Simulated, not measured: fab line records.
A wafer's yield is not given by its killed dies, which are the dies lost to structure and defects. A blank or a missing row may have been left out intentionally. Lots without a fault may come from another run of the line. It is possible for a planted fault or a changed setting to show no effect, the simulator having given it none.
A lot that was struck, set against a sound lot + flow sky130 + 31 out of 708 route steps
Sound: the wafers L606.2, L606.5, L606.6. Wafers L613.2, L613.4, L613.6 were the ones struck. The cause comes at the end.
At each step with rows: each side's tool, then ch and its chambers, then its first start. Under that, the readings that differ: sound wafers + struck wafers + difference of the means + sigmas: that difference in standard deviations of wafers without a fault.
alike: readings whose means differ by less than 2 such deviations, and words and numbers that are the same on both sides. not compared: withheld readings, readings that some wafer has no value for, bounds like >300 that may hide the same value, and numbers for which the record gives no deviation and whose values overlap.
The two part at a step that has a row with sigmas, a row that says differs or no value, or rows on one side only. When numbers do not overlap yet have no deviation, they are printed without sigmas and do not part them. Lack of a reading on every wafer of one side parts them only where that side has two or more wafers.

first, 1 step without rows for these wafers: SKY_PWDE_IMPLANT_08.
SKY_PWDE_STRIP_09: strips in O2/N2.
  sound on plasma asher-03 ch 0,1, day 5 05:15; struck on plasma asher-01 ch 0,1, day 6 18:32
  alike: drypump motor current A, oes product au, strip time to endpoint s
  not compared: rf hours counter h
SKY_PWDE_TW_MEAS_10:
  sound on film metro-04 at day 5 05:22; struck on film metro-04 at day 6 18:39
  alike: PWDE_TW
then, 7 steps without rows for these wafers: SKY_NWELL_DEHYDRATE_03 (time 60 s); SKY_NWELL_HMDS_04 (prime time 60 s); SKY_NWELL_COAT_05 (resist thk 3000 nm); SKY_NWELL_SOFTBAKE_06; SKY_NWELL_EXPOSE_07 (exposes mask NWM, target cd 840 nm); SKY_NWELL_PEB_08; SKY_NWELL_DEVELOP_09 (develop time 60 s).
SKY_NWELL_OVL_MEAS_10:
  sound on overlay-02 at day 5 23:19; struck on overlay-01 at day 7 13:37
  alike: NWELL_00_OVL
next, for these wafers, 1 step has no rows: SKY_NWELL_IMPLANT_11.
SKY_NWELL_IMPLANT_12:
  sound on implanter-04 ch 0, day 5 23:31; struck on implanter-04 ch 0, day 7 13:49
| reading            | sound                           | struck                          | difference  | sigmas |
|--------------------|---------------------------------|---------------------------------|-------------|--------|
| dose ions cm2      | 1.3003e+12 1.301e+12 1.3028e+12 | 1.4236e+12 1.424e+12 1.4229e+12 | +1.2213e+11 | +87    |
| faraday current uA | 7.62 7.41 7.30                  | 7.68 7.87 8.11                  | +0.44       | +3     |
next, for these wafers, 1 step has no rows: SKY_NWELL_IMPLANT_13.
SKY_NWELL_STRIP_14: strips in O2/N2.
  sound on plasma asher-02 ch 0,1, day 5 23:47; struck on plasma asher-04 ch 0,1, day 7 14:05
  alike: drypump motor current A, oes product au, strip time to endpoint s
  not compared: rf hours counter h
SKY_NWELL_TW_MEAS_15:
  sound on film metro-04 at day 5 23:54; struck on film metro-04 at day 7 14:12
  alike: NWELL_TW
then, 7 steps without rows for these wafers: SKY_NWELL_DEHYDRATE_16 (time 60 s); SKY_NWELL_HMDS_17 (prime time 60 s); SKY_NWELL_COAT_18 (resist thk 3000 nm); SKY_NWELL_SOFTBAKE_19; SKY_NWELL_EXPOSE_20 (exposes mask NWM COMPLEMENT, target cd 840 nm); SKY_NWELL_PEB_21; SKY_NWELL_DEVELOP_22 (develop time 60 s).
SKY_NWELL_OVL_MEAS_23:
  sound on overlay-01 at day 6 17:34; struck on overlay-01 at day 8 09:31
  alike: NWELL_01_OVL
next, for these wafers, 1 step has no rows: SKY_NWELL_IMPLANT_24.
SKY_NWELL_STRIP_25: strips in O2/N2.
  sound on plasma asher-02 ch 0,1, day 6 17:44; struck on plasma asher-04 ch 0,1, day 8 09:41
  alike: drypump motor current A, oes product au, strip time to endpoint s
  not compared: rf hours counter h
SKY_NWELL_TW_MEAS_26:
  sound on film metro-01 at day 6 17:51; struck on film metro-01 at day 8 09:48
  alike: NWELL_2_TW
then, 1 step without rows for these wafers: SKY_NWELL_CLEAN_27 (cleans in SC1/SC2, time 150 s).
SKY_NWELL_RTA_28: time 30 s.
  sound on rtp anneal-01 ch 0, day 6 17:58; struck on rtp anneal-02 ch 0, day 8 09:55
  alike: lamp power pct, wafer_temp_C_max
SKY_NWELL_RS_MEAS_29: the measuring method here is four-point-probe.
  sound on film metro-02 at day 6 18:04; struck on film metro-04 at day 8 10:01
| reading           | sound             | struck            | difference | sigmas |
|-------------------|-------------------|-------------------|------------|--------|
| NWELL_RS (ohm/sq) | 626.1 625.5 625.8 | 619.8 622.3 622.6 | -4.2       | -3     |
-- the record jumps here: 41 days lie between the struck wafers' starts before and after (it left off in module NWELL and takes up again in module PAD_OPEN, whose first step shown is number 708 of the route) --
SKY_PAD_OPEN_PROBE_99:
  sound on prober-02 at day 47 15:02; struck on prober-02 at day 49 03:25
| reading                                 | sound                   | struck                  | difference | sigmas |
|-----------------------------------------|-------------------------|-------------------------|------------|--------|
| model.etest.pfet_01v8_lvt.vt sat v (V)  | -0.4443 -0.4516 -0.4376 | -0.4237 -0.425 -0.4098  | +0.0250    |        |
| model.etest.pfet_01v8_lvt.vt v (V)      | -0.5357 -0.5434 -0.5306 | -0.5208 -0.519 -0.5069  | +0.0210    |        |
| model.etest.pfet_01v8_lvt.vt long v (V) | -0.6521 -0.6584 -0.6496 | -0.6391 -0.6402 -0.6319 | +0.0163    |        |
  alike: killed_at_M0_to_M3, killed_at_M4_up, killed at contacts, killed at front end, killed at other, killed dies, killed open, killed short
  not compared: model.etest.pfet g5v0d10v5.off log10 a um, model.etest.pfet_16v.vt v, model.etest.pfet g5v0d10v5.vt long v

## WHERE THEY PART
First at SKY_NWELL_IMPLANT_12; last, within this record, at SKY_NWELL_RS_MEAS_29. Later steps at which nothing parts them and some readings are alike: SKY_PAD_OPEN_PROBE_99.

WHY: the cause the simulator had injected
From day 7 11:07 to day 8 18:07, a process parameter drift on implanter-04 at SKY_NWELL_IMPLANT_12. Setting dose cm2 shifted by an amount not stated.
